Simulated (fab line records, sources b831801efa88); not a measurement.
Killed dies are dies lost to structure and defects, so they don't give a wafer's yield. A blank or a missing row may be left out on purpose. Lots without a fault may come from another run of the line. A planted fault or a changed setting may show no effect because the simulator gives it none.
Which tool did it? | flow sky130 | 11 lots, 33 wafers sampled, at 5 steps of a route of 708

WHAT THE GAUGES READ, wafer by wafer
SKY_CAP2M_THK_MEAS_01. Usual: CAP2M_CVD_00_THK 15.58 nm, standard deviation 0.23.
lot  | measured     | on            | CAP2M_CVD_00_THK (nm) | flag
L686 | day 39 19:41 | film_metro-04 | 15.95 15.62 15.72     |
L687 | day 40 05:04 | film_metro-03 | 15.56 15.47 15.39     |
L688 | day 40 09:01 | film_metro-04 | 15.47 15.44 15.59     |
L689 | day 41 00:20 | film_metro-04 | 15.30 15.31 15.72     |
L691 | day 41 19:11 | film_metro-04 | 15.52 15.53 15.64     |
L690 | day 41 22:02 | film_metro-04 | 15.76 15.94 15.45     |
L692 | day 42 00:19 | film_metro-03 | 15.66 15.67 16.22     |
L695 | day 42 14:41 | film_metro-03 | 15.59 15.78 15.67     |
L703 | day 44 18:03 | film_metro-01 | 15.62 15.82 15.94     |
L707 | day 45 16:51 | film_metro-01 | 15.27 15.69 15.60     |
L708 | day 46 00:38 | film_metro-01 | 15.50 15.19 15.65     |

SKY_METAL4_CD_MEAS_13: target cd 300 nm. Usual: cd_nm 300.2 nm, standard deviation 1.6.
lot  | measured     | on        | cd_nm (nm)        | flag
L686 | day 41 21:31 | cd_sem-01 | 302.4 301.2 300.0 |
L687 | day 42 03:58 | cd_sem-01 | 299.7 298.3 297.9 |
L688 | day 42 10:16 | cd_sem-02 | 300.0 301.4 301.4 |
L689 | day 43 00:35 | cd_sem-01 | 304.0 304.7 303.7 |
L691 | day 43 17:41 | cd_sem-02 | 299.4 299.4 300.3 |
L690 | day 43 19:53 | cd_sem-02 | 302.9 301.2 301.6 |
L692 | day 43 22:52 | cd_sem-02 | 299.0 299.7 300.2 |
L695 | day 44 13:12 | cd_sem-01 | 305.1 304.7 305.4 | OFF
L703 | day 46 13:59 | cd_sem-02 | 299.5 301.0 301.3 |
L707 | day 47 11:39 | cd_sem-01 | 299.5 299.0 300.4 |
L708 | day 47 19:44 | cd_sem-01 | 299.6 300.5 300.2 |

WHICH TOOL RAN EACH LOT (tool, then ch and the chambers of the sampled wafers, then the start)
lot  | SKY_METAL4_SPUTTER_02        | SKY_METAL4_SPUTTER_03        | SKY_METAL4_DEVELOP_12
L686 | pvd_sputter-02, day 39 19:32 | pvd_sputter-02, day 39 19:35 | litho_track-04 ch 0, day 41 21:00
L687 | pvd_sputter-04, day 40 04:56 | pvd_sputter-04, day 40 04:59 | litho_track-01 ch 0, day 42 03:00
L688 | pvd_sputter-02, day 40 08:53 | pvd_sputter-02, day 40 08:56 | litho_track-02 ch 0, day 42 10:00
L689 | pvd_sputter-04, day 41 00:12 | pvd_sputter-04, day 41 00:14 | litho_track-01 ch 0, day 43 00:00
L691 | pvd_sputter-04, day 41 19:03 | pvd_sputter-04, day 41 19:05 | litho_track-01 ch 0, day 43 17:00
L690 | pvd_sputter-02, day 41 21:53 | pvd_sputter-02, day 41 21:56 | litho_track-02 ch 0, day 43 19:00
L692 | pvd_sputter-03, day 42 00:11 | pvd_sputter-03, day 42 00:13 | litho_track-04 ch 0, day 43 22:00
L695 | pvd_sputter-02, day 42 14:34 | pvd_sputter-02, day 42 14:36 | litho_track-02 ch 0, day 44 13:00
L703 | pvd_sputter-04, day 44 17:54 | pvd_sputter-04, day 44 17:56 | litho_track-04 ch 0, day 46 13:00
L707 | pvd_sputter-02, day 45 16:42 | pvd_sputter-02, day 45 16:44 | litho_track-01 ch 0, day 47 11:00
L708 | pvd_sputter-02, day 46 00:29 | pvd_sputter-02, day 46 00:32 | litho_track-01 ch 0, day 47 19:00
- SKY_METAL4_SPUTTER_02: material AlCu, target thk 735 nm, time 39.1 s.
- SKY_METAL4_SPUTTER_03: material Ti, target thk 5 nm, time 3.3 s.
- SKY_METAL4_DEVELOP_12: develop time 60 s.

WHAT THE TOOLS THEMSELVES READ (means of the sampled wafers that have a number; where no wafer has one, the mark that the record gives instead)
SKY_METAL4_SPUTTER_02. Usual: cathode_dc_power_W 10600 W, standard deviation 1.9; throttle_valve_pct 30.1 %, standard deviation 0.67.
lot  | tool           | cathode_dc_power_W (W) | throttle_valve_pct (%) | flag
L686 | pvd_sputter-02 | 10600                  | 30.1                   |
L687 | pvd_sputter-04 | 10597                  | 30.1                   |
L688 | pvd_sputter-02 | 10601                  | 30.4                   |
L689 | pvd_sputter-04 | 10600                  | 30.6                   |
L691 | pvd_sputter-04 | 10599                  | 30.2                   |
L690 | pvd_sputter-02 | 10599                  | 30.2                   |
L692 | pvd_sputter-03 | 10600                  | 29.2                   |
L695 | pvd_sputter-02 | 10602                  | 30.2                   |
L703 | pvd_sputter-04 | 10599                  | 30.8                   |
L707 | pvd_sputter-02 | 10601                  | 30.3                   |
L708 | pvd_sputter-02 | 10600                  | 30.3                   |

SKY_METAL4_SPUTTER_03. Usual: cathode_dc_power_W 3000.0 W, standard deviation 0.49; throttle_valve_pct 30.1 %, standard deviation 0.7.
lot  | tool           | cathode_dc_power_W (W) | throttle_valve_pct (%) | flag
L686 | pvd_sputter-02 | 3000.2                 | 30.1                   |
L687 | pvd_sputter-04 | 3000.1                 | 30.0                   |
L688 | pvd_sputter-02 | 3000.2                 | 30.5                   |
L689 | pvd_sputter-04 | 2999.7                 | 30.6                   |
L691 | pvd_sputter-04 | 3000.1                 | 30.0                   |
L690 | pvd_sputter-02 | 2999.7                 | 30.2                   |
L692 | pvd_sputter-03 | 2999.9                 | 29.1                   |
L695 | pvd_sputter-02 | 3000.0                 | 30.3                   |
L703 | pvd_sputter-04 | 3000.6                 | 30.7                   |
L707 | pvd_sputter-02 | 2999.8                 | 30.3                   |
L708 | pvd_sputter-02 | 2999.5                 | 30.3                   |

SKY_METAL4_DEVELOP_12. Usual: developer_temp_C 21.02 C, standard deviation 0.1; resist_line_temp_C 23.02 C, standard deviation 0.1.
lot  | tool           | developer_temp_C (C) | resist_line_temp_C (C) | flag
L686 | litho_track-04 | 21.00                | 22.91                  |
L687 | litho_track-01 | 21.04                | 22.93                  |
L688 | litho_track-02 | 21.10                | 23.07                  |
L689 | litho_track-01 | 21.13                | 23.00                  |
L691 | litho_track-01 | 21.13                | 23.06                  |
L690 | litho_track-02 | 21.03                | 23.07                  |
L692 | litho_track-04 | 21.05                | 23.01                  |
L695 | litho_track-02 | 20.91                | 23.06                  |
L703 | litho_track-04 | 20.98                | 23.10                  |
L707 | litho_track-01 | 21.03                | 23.01                  |
L708 | litho_track-01 | 21.16                | 23.03                  |

THE ANSWER, worked out from the rows above alone
Rule: a lot is off if the mean of its wafers that have a number lies more than 3 standard deviations from the usual mean. A lot without any number at a reading at which 4 lots or more have one is off too. The other lots that the step has rows for count as sound. The gauges are gone through in route order, then the tools' own readings, and for those a lot's mean is taken as printed above. The first step at which some lot is off is used, and at that step the reading that is off furthest; a lot without a number counts as furthest.
Off: L695, at SKY_METAL4_CD_MEAS_13 (cd_nm).
A tool fits if, at a process step before that reading, it ran every lot that is off, and no sound lot after the first of them. The gauges at SKY_METAL4_CD_MEAS_13 are tried like those tools. One fits: litho_track-02 at SKY_METAL4_DEVELOP_12. Its last sound lot is L690 (day 43 19:00), its first lot that is off L695 (day 44 13:00): a fault that began between those two fits.

WHAT THE SIMULATOR HAD PUT IN
Process parameter drift: litho_track-02, from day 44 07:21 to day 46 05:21, at SKY_METAL4_DEVELOP_12. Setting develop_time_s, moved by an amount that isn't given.
Lots struck among those shown: L695. The rule above found the same.
